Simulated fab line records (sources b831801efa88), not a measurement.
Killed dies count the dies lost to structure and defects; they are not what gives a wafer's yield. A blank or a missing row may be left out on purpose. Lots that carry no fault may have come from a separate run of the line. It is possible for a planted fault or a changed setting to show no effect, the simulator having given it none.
fab line records	flow sky130
record lots=11	wafers=33	lastDay=50
route steps=708 shown METAL3@535 CAPM@537 PAD_OPEN@708
lots that met no fault: taken from a fault-free run of the same line
startH: start of the lot's first displayed wafer, in hours after the record's first day	waitH: hours elapsed since this lot's preceding step	" identical to the entry in the row above	L1.1+2: one row covering several wafers at once	- no value present, or no start provided	* or withheld: withheld	< > ~ a bound
route shown NAME@n: NAME is a module with steps in the file, n the number in the route of the first one	usual: mean/standard deviation taken from wafers without a fault	same: alike in all rows	chamber/n: place in a boat	sites: the reading at each site	_std_site: standard deviation of those values	_edge_site: the outer-site mean with the inner-site mean subtracted	radiusMm: for every site, how far away it sits from the centre of the wafer	mask NAME#n: copy n	behind: the most recent tool/chamber to have shaped the wafer	hold: cause of the lot's hold/its duration in hours/its outcome	device: names the non-switching transistor (n, p or np)	end of line: the route-end tests of the same wafers	a step given without rows: its recipe and nothing more	killed: count of dies lost to structure and defects at first sort (not the wafer's yield)	map: per-die view of a wafer (x killed, . not killed, _ where there is no die)
set.NAME: the setting that was run; set.NAME@STEP: the one run at that earlier step	model.NAME: the simulator's own value behind a step, which no gauge read
one table for each step of the route and one row for each wafer, over a sample of lots
services: from which hour (startH, from the record's first day; less than 0 if before it) a tool's chamber was out of use, for how many hours, and why
## steps
# step SKY_METAL3_SPUTTER_03
# recipe material=Ti	targetThkNm=5	powerW=3000	timeS=3.3	chamberPressurePa=0.4
# usual cathodeDcPowerW=3000.1/0.61	throttleValvePct=29.5/1.3
lot.wafer	tool	chamber	startH	waitH	cathodeDcPowerW	throttleValvePct
L196.2	pvdSputter-04	-	881.70	0.0	3000.7	30.3
L196.3	"	-	"	"	3001.1	27.4
L196.5	"	-	"	"	3000.1	27.3
L198.1	pvdSputter-03	-	899.68	0.0	2999.6	31.0
L198.2	"	-	"	"	3000.2	31.2
L198.4	"	-	"	"	2999.5	31.7
L200.1	pvdSputter-01	-	908.83	0.0	3000.7	29.4
L200.2	"	-	"	"	2999.0	30.0
L200.6	"	-	"	"	3000.6	27.8
L201.2	pvdSputter-04	-	917.86	0.0	2999.5	27.4
L201.3	"	-	"	"	3001.2	30.5
L201.5	"	-	"	"	2999.1	30.4
L202.2	pvdSputter-01	-	925.14	0.0	2999.4	28.6
L202.4	"	-	"	"	2998.9	27.9
L202.6	"	-	"	"	2999.6	27.9
L206.1	pvdSputter-01	-	956.52	0.0	3000.6	27.5
L206.3	"	-	"	"	3000.4	28.2
L206.4	"	-	"	"	2999.3	29.2
L207.2	pvdSputter-03	-	961.74	0.0	3001.0	31.4
L207.3	"	-	"	"	2999.5	29.1
L207.4	"	-	"	"	3000.6	30.5
L209.1	pvdSputter-03	-	974.44	0.0	3000.6	31.5
L209.3	"	-	"	"	3000.3	29.1
L209.4	"	-	"	"	3000.5	30.8
L211.1	pvdSputter-04	-	985.99	0.0	2999.1	30.9
L211.2	"	-	"	"	2999.8	30.7
L211.4	"	-	"	"	3000.3	30.7
L212.1	pvdSputter-04	-	992.76	0.0	3000.9	30.6
L212.4	"	-	"	"	3000.7	30.3
L212.5	"	-	"	"	2999.3	30.8
L214.1	pvdSputter-04	-	1006.17	0.0	2999.6	30.4
L214.2	"	-	"	"	3000.5	30.4
L214.4	"	-	"	"	3000.4	31.1
# step SKY_METAL3_SPUTTER_04
# recipe material=TiN	targetThkNm=70	powerW=6500	timeS=58.3	chamberPressurePa=0.4
# usual cathodeDcPowerW=6499.8/1.1	throttleValvePct=29.5/1.3
lot.wafer	tool	chamber	startH	waitH	cathodeDcPowerW	throttleValvePct
L196.2	pvdSputter-04	-	881.72	0.0	6500.5	30.5
L196.3	"	-	"	"	6499.8	27.2
L196.5	"	-	"	"	6498.9	27.1
L198.1	pvdSputter-03	-	899.70	0.0	6502.0	30.8
L198.2	"	-	"	"	6499.1	31.5
L198.4	"	-	"	"	6499.1	31.4
L200.1	pvdSputter-01	-	908.85	0.0	6500.0	28.8
L200.2	"	-	"	"	6500.7	29.8
L200.6	"	-	"	"	6499.7	27.8
L201.2	pvdSputter-04	-	917.87	0.0	6500.8	27.3
L201.3	"	-	"	"	6498.1	30.4
L201.5	"	-	"	"	6500.4	30.4
L202.2	pvdSputter-01	-	925.16	0.0	6499.8	28.4
L202.4	"	-	"	"	6500.4	27.8
L202.6	"	-	"	"	6497.5	27.9
L206.1	pvdSputter-01	-	956.53	0.0	6499.6	27.8
L206.3	"	-	"	"	6500.0	28.3
L206.4	"	-	"	"	6500.9	29.3
L207.2	pvdSputter-03	-	961.76	0.0	6498.5	31.4
L207.3	"	-	"	"	6502.7	29.0
L207.4	"	-	"	"	6499.0	30.8
L209.1	pvdSputter-03	-	974.46	0.0	6499.9	31.4
L209.3	"	-	"	"	6501.0	29.2
L209.4	"	-	"	"	6501.3	30.9
L211.1	pvdSputter-04	-	986.01	0.0	6499.4	30.9
L211.2	"	-	"	"	6498.8	30.5
L211.4	"	-	"	"	6499.1	31.1
L212.1	pvdSputter-04	-	992.78	0.0	6500.6	30.3
L212.4	"	-	"	"	6502.1	30.7
L212.5	"	-	"	"	6499.3	30.6
L214.1	pvdSputter-04	-	1006.19	0.0	6499.5	30.2
L214.2	"	-	"	"	6499.4	30.7
L214.4	"	-	"	"	6500.6	30.9
# step SKY_CAPM_CVD_00
# recipe material=SiO2	targetThkNm=15.5	tempC=400	timeS=withheld	rfW=450
# usual heaterPowerW=718/96
lot.wafer	tool	chamber	startH	waitH	heaterPowerW
L196.2	pecvd-04	0	881.77	0.0	648
L196.3	"	2	"	"	607
L196.5	"	2	"	"	634
L198.1	pecvd-03	1	899.74	0.0	590
L198.2	"	0	"	"	793
L198.4	"	2	"	"	607
L200.1	pecvd-03	0	908.90	0.0	653
L200.2	"	2	"	"	697
L200.6	"	0	"	"	685
L201.2	pecvd-04	0	917.92	0.0	530
L201.3	"	1	"	"	677
L201.5	"	0	"	"	534
L202.2	pecvd-04	1	925.21	0.0	704
L202.4	"	2	"	"	714
L202.6	"	1	"	"	730
L206.1	pecvd-01	2	956.58	0.0	899
L206.3	"	1	"	"	751
L206.4	"	1	"	"	734
L207.2	pecvd-04	2	961.81	0.0	643
L207.3	"	0	"	"	614
L207.4	"	2	"	"	624
L209.1	pecvd-04	2	974.51	0.0	668
L209.3	"	1	"	"	758
L209.4	"	2	"	"	661
L211.1	pecvd-01	0	986.06	0.0	837
L211.2	"	2	"	"	742
L211.4	"	2	"	"	763
L212.1	pecvd-01	1	992.82	0.0	745
L212.4	"	2	"	"	884
L212.5	"	1	"	"	728
L214.1	pecvd-03	1	1006.24	0.0	684
L214.2	"	2	"	"	692
L214.4	"	2	"	"	669
# step SKY_CAPM_THK_MEAS_01
# recipe reads=SiO2_of_CAPM_CVD_00
# usual CAPM_CVD_00_THK=15.58/0.22
lot.wafer	tool	chamber	startH	waitH	CAPM_CVD_00_THK[nm]
L196.2	filmMetro-02	-	881.80	-	15.46
L196.3	"	-	"	"	15.65
L196.5	"	-	"	"	15.49
L198.1	filmMetro-03	-	899.77	-	15.36
L198.2	"	-	"	"	15.32
L198.4	"	-	"	"	15.83
L200.1	filmMetro-03	-	908.92	-	15.52
L200.2	"	-	"	"	15.44
L200.6	"	-	"	"	15.96
L201.2	filmMetro-02	-	917.97	-	15.62
L201.3	"	-	"	"	15.92
L201.5	"	-	"	"	15.53
L202.2	filmMetro-01	-	925.24	-	15.53
L202.4	"	-	"	"	15.62
L202.6	"	-	"	"	15.81
L206.1	filmMetro-01	-	956.61	-	15.45
L206.3	"	-	"	"	15.47
L206.4	"	-	"	"	15.63
L207.2	filmMetro-03	-	961.87	-	6.20
L207.3	"	-	"	"	15.36
L207.4	"	-	"	"	6.48
L209.1	filmMetro-02	-	974.53	-	6.17
L209.3	"	-	"	"	15.50
L209.4	"	-	"	"	6.16
L211.1	filmMetro-02	-	986.08	-	15.55
L211.2	"	-	"	"	15.31
L211.4	"	-	"	"	15.60
L212.1	filmMetro-01	-	992.85	-	15.49
L212.4	"	-	"	"	15.63
L212.5	"	-	"	"	15.84
L214.1	filmMetro-03	-	1006.26	-	15.50
L214.2	"	-	"	"	15.65
L214.4	"	-	"	"	15.80
# step SKY_CAPM_STRIP_14
# recipe chemistry=O2/N2	powerW=1400	pressureMtorr=1500	platenTempC=withheld	o2FlowSccm=3000	n2FlowSccm=300	overashFraction=0.5
# usual drypumpMotorCurrentA=5.9/0.47	oesProductAu=0.710/0.0049	stripTimeToEndpointS=12.63/0.041
lot.wafer	tool	chamber	startH	waitH	drypumpMotorCurrentA	oesProductAu	rfHoursCounterH	stripTimeToEndpointS
L196.2	plasmaAsher-03	1	906.84	0.1	5.8	0.713	78	12.61
L196.3	"	1	"	"	5.8	0.716	-	12.62
L196.5	"	1	"	"	5.7	0.706	-	12.60
L198.1	plasmaAsher-03	1	924.90	0.1	5.8	0.706	80	12.61
L198.2	"	0	"	"	6.2	0.708	80	12.58
L198.4	"	1	"	"	5.8	0.710	-	12.61
L200.1	plasmaAsher-01	1	933.94	0.1	5.7	0.716	19	12.68
L200.2	"	0	"	"	5.6	0.712	19	12.60
L200.6	"	1	"	"	5.7	0.713	-	12.63
L201.2	plasmaAsher-02	1	941.59	0.1	5.1	0.705	112	12.59
L201.3	"	0	"	"	6.6	0.706	-	12.59
L201.5	"	0	"	"	6.6	0.710	-	12.59
L202.2	plasmaAsher-02	1	949.95	0.1	5.1	0.707	113	12.60
L202.4	"	1	"	"	5.1	0.717	-	12.59
L202.6	"	1	"	"	5.1	0.708	-	12.61
L206.1	plasmaAsher-03	1	980.94	0.1	5.8	0.713	86	12.64
L206.3	"	0	"	"	6.2	0.710	-	12.64
L206.4	"	1	"	"	5.8	0.709	-	12.62
L207.2	plasmaAsher-02	1	985.40	0.1	5.1	0.705	116	12.70
L207.3	"	1	"	"	5.1	0.720	-	12.61
L207.4	"	0	"	"	6.6	0.716	-	12.65
L209.1	plasmaAsher-03	0	998.44	0.1	6.2	0.708	87	12.69
L209.3	"	1	"	"	5.7	0.698	-	12.66
L209.4	"	0	"	"	6.2	0.705	-	12.70
L211.1	plasmaAsher-03	1	1010.34	0.1	5.8	0.710	88	12.67
L211.2	"	0	"	"	6.2	0.703	88	12.63
L211.4	"	0	"	"	6.2	0.707	-	12.70
L212.1	plasmaAsher-03	0	1015.79	0.1	6.2	0.716	89	12.59
L212.4	"	1	"	"	5.7	0.713	-	12.60
L212.5	"	0	"	"	6.1	0.702	-	12.57
L214.1	plasmaAsher-02	1	1029.80	0.1	5.1	0.715	121	12.69
L214.2	"	0	"	"	6.6	0.716	121	12.68
L214.4	"	0	"	"	6.6	0.704	-	12.67
# step SKY_METAL3_ETCH_17
# recipe target=SiO2	stopOn=TiN	chemistry=C4F8/O2/Ar	sourceW=1500	biasW=1200	pressureMtorr=40	c4f8FlowSccm=withheld	O2_flow_sccm=6	Ar_flow_sccm=300	timeS=3.9	targetDepthA=150
# usual oesProductAu=0.757/0.0073
lot.wafer	tool	chamber	startH	waitH	oesProductAu	rfHoursCounterH
L196.2	rieDiel-03	2	932.36	0.1	0.762	4
L196.3	"	0	"	"	0.752	12
L196.5	"	1	"	"	0.750	-
L198.1	rieDiel-03	2	950.49	0.2	0.751	5
L198.2	"	3	"	"	0.756	20
L198.4	"	0	"	"	0.765	12
L200.1	rieDiel-01	3	959.00	0.1	0.755	15
L200.2	"	0	"	"	0.751	8
L200.6	"	1	"	"	0.761	-
L201.2	rieDiel-01	1	967.28	0.1	0.753	5
L201.3	"	3	"	"	0.771	15
L201.5	"	2	"	"	0.759	-
L202.2	rieDiel-03	3	975.26	0.1	0.749	21
L202.4	"	1	"	"	0.758	10
L202.6	"	2	"	"	0.767	-
L206.1	rieDiel-04	0	1004.93	0.1	0.755	9
L206.3	"	3	"	"	0.751	16
L206.4	"	1	"	"	0.757	27
L207.2	rieDiel-04	0	1009.41	0.1	0.527	9
L207.3	"	3	"	"	0.753	16
L207.4	"	2	"	"	0.536	9
L209.1	rieDiel-03	2	1023.03	0.1	0.526	7
L209.3	"	3	"	"	0.744	22
L209.4	"	1	"	"	0.525	11
L211.1	rieDiel-04	1	1033.90	0.1	0.758	28
L211.2	"	0	"	"	0.751	10
L211.4	"	2	"	"	0.763	9
L212.1	rieDiel-04	1	1041.05	0.1	0.756	28
L212.4	"	2	"	"	0.759	10
L212.5	"	0	"	"	0.768	-
L214.1	rieDiel-03	3	1053.89	0.2	0.763	23
L214.2	"	1	"	"	0.766	12
L214.4	"	0	"	"	0.764	15
# step SKY_PAD_OPEN_PROBE_99
# usual defectLimitedYield=82.7/1.9	killed_at_M0_to_M3=43/7.3	killed_at_M4_up=3.1/1.7	killedAtContacts=25/5.3	killedAtFrontEnd=14/4.1	killedAtOther=0.3/0.56	killedDies=85/9.4	killedOpen=46/7.4	killedShort=38/5.8
# same grossDies=492	killedAtBackSide=0
lot.wafer	tool	chamber	startH	waitH	defectLimitedYield[%]	killed_at_M0_to_M3	killed_at_M4_up	killedAtContacts	killedAtFrontEnd	killedAtOther	killedDies	killedOpen	killedShort
L196.2	prober-02	-	1102.21	0.1	82.9	35	3	30	14	2	84	44	38
L196.3	prober-02	-	1102.26	0.2	81.3	33	2	37	19	1	92	48	44
L196.5	prober-02	-	1102.36	0.2	81.3	47	1	28	15	1	92	48	42
L198.1	prober-01	-	1118.15	0.1	82.9	50	2	20	12	0	84	46	38
L198.2	prober-01	-	1118.20	0.1	83.7	42	0	25	12	1	80	48	32
L198.4	prober-01	-	1118.30	0.2	84.3	40	2	26	8	1	77	43	33
L200.1	prober-01	-	1124.19	0.1	84.1	31	3	26	16	2	78	38	39
L200.2	prober-01	-	1124.24	0.1	81.1	40	1	29	23	0	93	44	49
L200.6	prober-01	-	1124.44	0.2	80.1	42	7	28	21	0	98	47	51
L201.2	prober-02	-	1131.09	0.1	81.1	52	0	25	15	1	93	43	50
L201.3	prober-02	-	1131.14	0.2	81.1	42	2	30	18	1	93	59	34
L201.5	prober-02	-	1131.24	0.2	82.5	47	3	19	16	1	86	46	40
L202.2	prober-01	-	1138.66	0.1	83.9	40	4	21	14	0	79	42	36
L202.4	prober-01	-	1138.76	0.2	81.9	46	1	23	18	1	89	41	48
L202.6	prober-01	-	1138.86	0.2	83.1	43	4	21	14	1	83	47	35
L206.1	prober-01	-	1161.66	0.1	82.9	46	1	21	16	0	84	46	38
L206.3	prober-01	-	1161.76	0.2	83.5	41	2	22	16	0	81	44	37
L206.4	prober-01	-	1161.81	0.2	82.9	43	2	23	15	1	84	52	32
L207.2	prober-02	-	1163.20	0.1	79.1	54	6	26	17	0	103	58	45
L207.3	prober-02	-	1163.25	0.2	83.3	52	1	19	10	0	82	55	26
L207.4	prober-02	-	1163.30	0.2	80.9	51	4	21	18	0	94	43	50
L209.1	prober-02	-	1175.75	0.1	82.1	43	2	34	9	0	88	51	37
L209.3	prober-02	-	1175.85	0.2	82.9	37	2	35	10	0	84	40	44
L209.4	prober-02	-	1175.90	0.2	81.9	43	4	26	16	0	89	43	46
L211.1	prober-02	-	1181.48	0.1	82.1	42	4	33	9	0	88	51	37
L211.2	prober-02	-	1181.53	0.1	83.1	42	1	22	18	0	83	46	37
L211.4	prober-02	-	1181.63	0.2	80.9	40	5	25	24	0	94	57	37
L212.1	prober-01	-	1185.30	0.1	83.7	34	2	26	17	1	80	46	34
L212.4	prober-01	-	1185.45	0.2	83.5	39	4	26	12	0	81	45	36
L212.5	prober-01	-	1185.50	0.2	80.3	36	4	32	25	0	97	45	52
L214.1	prober-02	-	1197.14	0.1	86.2	36	4	18	10	0	68	33	35
L214.2	prober-02	-	1197.19	0.1	82.3	36	4	28	19	0	87	48	37
L214.4	prober-02	-	1197.29	0.2	84.1	33	3	31	11	0	78	45	33
# killed by level:class
L196.2 LI_CONTACT:geometricParticle:open=12 CONTACT:geometricParticle:open=7 METAL1:geometricParticle:short=7 VIA1:geometricParticle:open=6 VIA2:geometricParticle:open=6 LI_CONTACT:geometricParticle:short=5 CONTACT:geometricParticle:short=5 POLY_GATE:geometricParticle:short=4
L196.3 CONTACT:geometricParticle:open=13 LI_CONTACT:geometricParticle:open=7 VIA3:geometricParticle:short=7 FIELD_ISO:geometricParticle:short=6 VIA1:geometricParticle:open=6 FIELD_ISO:geometricParticle:open=5 LOCAL_INTERCONNECT:geometricParticle:short=5 CONTACT:geometricParticle:short=5
L196.5 LI_CONTACT:geometricParticle:open=11 VIA1:geometricParticle:open=11 METAL2:geometricParticle:short=9 CONTACT:geometricParticle:open=8 METAL1:geometricParticle:short=5 VIA1:geometricParticle:short=5 VIA3:geometricParticle:open=5 FIELD_ISO:geometricParticle:open=4
L198.1 VIA1:geometricParticle:open=16 METAL1:geometricParticle:short=8 CONTACT:geometricParticle:open=7 VIA3:geometricParticle:short=6 CONTACT:geometricParticle:short=5 VIA1:geometricParticle:short=5 LI_CONTACT:geometricParticle:open=4 VIA2:geometricParticle:open=4
L198.2 CONTACT:geometricParticle:open=11 VIA1:geometricParticle:open=11 VIA2:geometricParticle:open=8 LI_CONTACT:geometricParticle:open=6 VIA3:geometricParticle:short=6 METAL1:geometricParticle:short=4 POLY_GATE:geometricParticle:open=3 POLY_GATE:geometricParticle:short=3
L198.4 CONTACT:geometricParticle:open=11 LI_CONTACT:geometricParticle:open=9 VIA1:geometricParticle:open=8 METAL2:geometricParticle:short=8 VIA2:geometricParticle:open=7 VIA1:geometricParticle:short=5 METAL1:geometricParticle:short=4 LI_CONTACT:geometricParticle:short=3
L200.1 CONTACT:geometricParticle:open=10 METAL2:geometricParticle:short=6 FIELD_ISO:geometricParticle:short=5 CONTACT:geometricParticle:short=5 VIA2:geometricParticle:open=5 VIA3:geometricParticle:open=5 POLY_GATE:geometricParticle:short=4 LI_CONTACT:geometricParticle:open=4
L200.2 METAL2:geometricParticle:short=10 CONTACT:geometricParticle:short=8 LI_CONTACT:geometricParticle:open=7 CONTACT:geometricParticle:open=7 FIELD_ISO:geometricParticle:short=6 VIA1:geometricParticle:open=6 VIA2:geometricParticle:open=6 POLY_GATE:geometricParticle:short=5
L200.6 CONTACT:geometricParticle:open=12 METAL2:geometricParticle:short=9 VIA1:geometricParticle:open=9 POLY_GATE:geometricParticle:short=8 LI_CONTACT:geometricParticle:short=7 METAL1:geometricParticle:short=6 METAL4:geometricParticle:short=5 VIA3:geometricParticle:open=5
L201.2 METAL1:geometricParticle:short=12 CONTACT:geometricParticle:open=10 VIA2:geometricParticle:open=8 VIA3:geometricParticle:open=8 FIELD_ISO:geometricParticle:short=5 METAL3:geometricParticle:short=5 LI_CONTACT:geometricParticle:open=5 LOCAL_INTERCONNECT:geometricParticle:short=5
L201.3 CONTACT:geometricParticle:open=12 VIA1:geometricParticle:open=11 LI_CONTACT:geometricParticle:open=10 POLY_GATE:geometricParticle:open=6 VIA3:geometricParticle:short=6 VIA2:geometricParticle:open=5 FIELD_ISO:geometricParticle:open=4 METAL1:geometricParticle:short=4
L201.5 VIA1:geometricParticle:open=11 METAL1:geometricParticle:short=9 VIA2:geometricParticle:open=9 LI_CONTACT:geometricParticle:open=7 VIA3:geometricParticle:open=5 FIELD_ISO:geometricParticle:open=4 FIELD_ISO:geometricParticle:short=4 POLY_GATE:geometricParticle:short=4
L202.2 LI_CONTACT:geometricParticle:open=10 VIA3:geometricParticle:open=7 VIA1:geometricParticle:short=7 CONTACT:geometricParticle:short=6 FIELD_ISO:geometricParticle:open=5 METAL1:geometricParticle:short=5 CONTACT:geometricParticle:open=5 VIA2:geometricParticle:open=5
L202.4 VIA1:geometricParticle:open=13 VIA1:geometricParticle:short=7 FIELD_ISO:geometricParticle:short=6 LI_CONTACT:geometricParticle:open=6 CONTACT:geometricParticle:open=6 POLY_GATE:geometricParticle:short=5 CONTACT:geometricParticle:short=5 VIA2:geometricParticle:short=5
L202.6 CONTACT:geometricParticle:open=9 VIA1:geometricParticle:open=8 VIA2:geometricParticle:open=7 METAL1:geometricParticle:short=7 METAL2:geometricParticle:short=7 FIELD_ISO:geometricParticle:open=5 LI_CONTACT:geometricParticle:open=5 VIA1:geometricParticle:short=5
L206.1 VIA1:geometricParticle:open=10 LI_CONTACT:geometricParticle:open=9 VIA3:geometricParticle:open=8 POLY_GATE:geometricParticle:open=7 METAL2:geometricParticle:short=7 VIA1:geometricParticle:short=6 METAL1:geometricParticle:short=5 POLY_GATE:geometricParticle:short=4
L206.3 VIA1:geometricParticle:open=12 LI_CONTACT:geometricParticle:open=8 CONTACT:geometricParticle:open=6 POLY_GATE:geometricParticle:short=5 VIA1:geometricParticle:short=5 VIA2:geometricParticle:open=5 METAL1:geometricParticle:short=4 POLY_GATE:geometricParticle:open=4
L206.4 VIA1:geometricParticle:open=13 LI_CONTACT:geometricParticle:open=8 CONTACT:geometricParticle:open=8 VIA2:geometricParticle:open=6 VIA1:geometricParticle:short=5 FIELD_ISO:geometricParticle:open=4 LOCAL_INTERCONNECT:geometricParticle:short=4 METAL1:geometricParticle:short=4
L207.2 VIA1:geometricParticle:open=12 VIA2:geometricParticle:open=12 CONTACT:geometricParticle:open=9 VIA1:geometricParticle:short=8 POLY_GATE:geometricParticle:open=6 POLY_GATE:geometricParticle:short=5 LI_CONTACT:geometricParticle:open=5 METAL4:geometricParticle:short=5
L207.3 VIA1:geometricParticle:open=19 VIA2:geometricParticle:open=11 CONTACT:geometricParticle:open=7 VIA3:geometricParticle:open=6 POLY_GATE:geometricParticle:short=4 LI_CONTACT:geometricParticle:short=4 METAL1:geometricParticle:short=3 METAL2:geometricParticle:short=3
L207.4 VIA1:geometricParticle:short=14 CONTACT:geometricParticle:open=8 POLY_GATE:geometricParticle:short=8 VIA1:geometricParticle:open=8 METAL1:geometricParticle:short=6 METAL2:geometricParticle:short=6 POLY_GATE:geometricParticle:open=5 LI_CONTACT:geometricParticle:open=5
L209.1 CONTACT:geometricParticle:open=13 VIA2:geometricParticle:open=10 LI_CONTACT:geometricParticle:open=9 VIA1:geometricParticle:open=6 LI_CONTACT:geometricParticle:short=5 METAL2:geometricParticle:short=5 VIA3:geometricParticle:open=5 FIELD_ISO:geometricParticle:open=4
L209.3 CONTACT:geometricParticle:open=12 LI_CONTACT:geometricParticle:short=7 VIA2:geometricParticle:open=7 CONTACT:geometricParticle:short=6 METAL1:geometricParticle:short=6 VIA1:geometricParticle:short=6 LOCAL_INTERCONNECT:geometricParticle:short=5 LI_CONTACT:geometricParticle:open=4
L209.4 LI_CONTACT:geometricParticle:open=10 CONTACT:geometricParticle:open=9 VIA2:geometricParticle:open=9 METAL1:geometricParticle:short=8 METAL2:geometricParticle:short=6 FIELD_ISO:geometricParticle:short=5 VIA1:geometricParticle:open=5 LI_CONTACT:geometricParticle:short=4
L211.1 VIA1:geometricParticle:open=13 CONTACT:geometricParticle:open=11 LI_CONTACT:geometricParticle:open=8 CONTACT:geometricParticle:short=7 VIA3:geometricParticle:open=6 METAL2:geometricParticle:short=5 LOCAL_INTERCONNECT:geometricParticle:short=4 VIA2:geometricParticle:open=4
L211.2 VIA1:geometricParticle:open=13 CONTACT:geometricParticle:open=11 METAL1:geometricParticle:short=7 POLY_GATE:geometricParticle:short=6 POLY_GATE:geometricParticle:open=6 VIA3:geometricParticle:open=5 CONTACT:geometricParticle:short=5 VIA2:geometricParticle:short=5
L211.4 CONTACT:geometricParticle:open=11 VIA1:geometricParticle:open=10 POLY_GATE:geometricParticle:open=8 VIA2:geometricParticle:open=7 VIA3:geometricParticle:open=7 POLY_GATE:geometricParticle:short=6 METAL1:geometricParticle:short=6 FIELD_ISO:geometricParticle:open=4
L212.1 VIA1:geometricParticle:open=8 LI_CONTACT:geometricParticle:open=8 POLY_GATE:geometricParticle:open=7 CONTACT:geometricParticle:open=7 VIA1:geometricParticle:short=5 VIA2:geometricParticle:open=5 LOCAL_INTERCONNECT:geometricParticle:short=4 CONTACT:geometricParticle:short=4
L212.4 METAL1:geometricParticle:short=9 LI_CONTACT:geometricParticle:open=9 VIA3:geometricParticle:open=9 CONTACT:geometricParticle:open=7 VIA1:geometricParticle:open=6 POLY_GATE:geometricParticle:open=5 CONTACT:geometricParticle:short=5 METAL3:geometricParticle:short=5
L212.5 CONTACT:geometricParticle:open=12 VIA1:geometricParticle:open=12 POLY_GATE:geometricParticle:short=9 CONTACT:geometricParticle:short=7 METAL2:geometricParticle:short=6 LI_CONTACT:geometricParticle:open=6 METAL1:geometricParticle:short=6 FIELD_ISO:geometricParticle:open=5
L214.1 CONTACT:geometricParticle:short=7 VIA1:geometricParticle:open=7 VIA3:geometricParticle:open=7 CONTACT:geometricParticle:open=5 METAL1:geometricParticle:short=4 METAL4:geometricParticle:short=4 FIELD_ISO:geometricParticle:open=3 SPACER:geometricParticle:short=3
L214.2 CONTACT:geometricParticle:open=11 VIA1:geometricParticle:open=9 FIELD_ISO:geometricParticle:short=7 VIA2:geometricParticle:open=6 VIA3:geometricParticle:open=6 FIELD_ISO:geometricParticle:open=5 CONTACT:geometricParticle:short=5 LI_CONTACT:geometricParticle:open=5
L214.4 CONTACT:geometricParticle:open=11 LI_CONTACT:geometricParticle:open=8 VIA1:geometricParticle:open=7 CONTACT:geometricParticle:short=6 METAL2:geometricParticle:short=5 METAL3:geometricParticle:short=5 VIA3:geometricParticle:open=5 VIA2:geometricParticle:open=4
## services
tool	chamber	startH	hours	kind
pecvd-01	-	878.38	0.7	repair
rieDiel-04	-	892.11	28.1	pm
pecvd-04	-	895.34	0.5	repair
pecvd-04	2	905.74	15.3	repair
pecvd-03	-	923.89	0.7	repair
pecvd-04	-	927.06	14.6	pm
pvdSputter-04	-	929.15	1.2	repair
rieDiel-03	3	931.70	5.5	repair
rieDiel-04	0	937.20	15.7	repair
rieDiel-04	3	944.74	5.1	repair
pecvd-04	-	956.31	3.9	repair
rieDiel-04	3	957.27	6.1	repair
pvdSputter-01	-	964.88	5.1	repair
pvdSputter-01	-	975.40	0.6	repair
pecvd-04	-	975.62	5.5	pm
pecvd-04	-	981.08	2.8	pm
pecvd-04	-	984.36	10.2	repair
plasmaAsher-02	-	984.57	0.7	repair
pvdSputter-01	-	992.24	2.5	repair
pecvd-04	1	1006.50	6.4	repair
pvdSputter-04	-	1007.05	11.3	repair
pvdSputter-01	-	1015.50	1.3	repair
plasmaAsher-03	-	1031.97	15.8	pm
plasmaAsher-02	-	1046.20	15.6	pm
## key
firstSign step=SKY_CAPM_THK_MEAS_01	reading=CAPM_CVD_00_THK	direction=down	sigmas=42	usual=15.58	struck=6.25
effect step=SKY_METAL3_ETCH_17	reading=oesProductAu	direction=down	sigmas=31	usual=0.757	struck=0.529
metAt SKY_CAPM_CVD_00
struckLots L207,L209
struckWafers L207.2,L207.4,L209.1,L209.4
notActingAt SKY_METAL3_SPUTTER_03,SKY_METAL3_SPUTTER_04,SKY_CAPM_STRIP_14
onsetBetween 925.21 961.81
fault kind=processParameterDrift	tool=pecvd-04	chamber=2	onsetH=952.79	steps=SKY_CAPM_CVD_00	channel=targetThkNm	offset=-9.0679	shape=step	endH=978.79	actsIn=theseRecipesOnly	stated=15.5
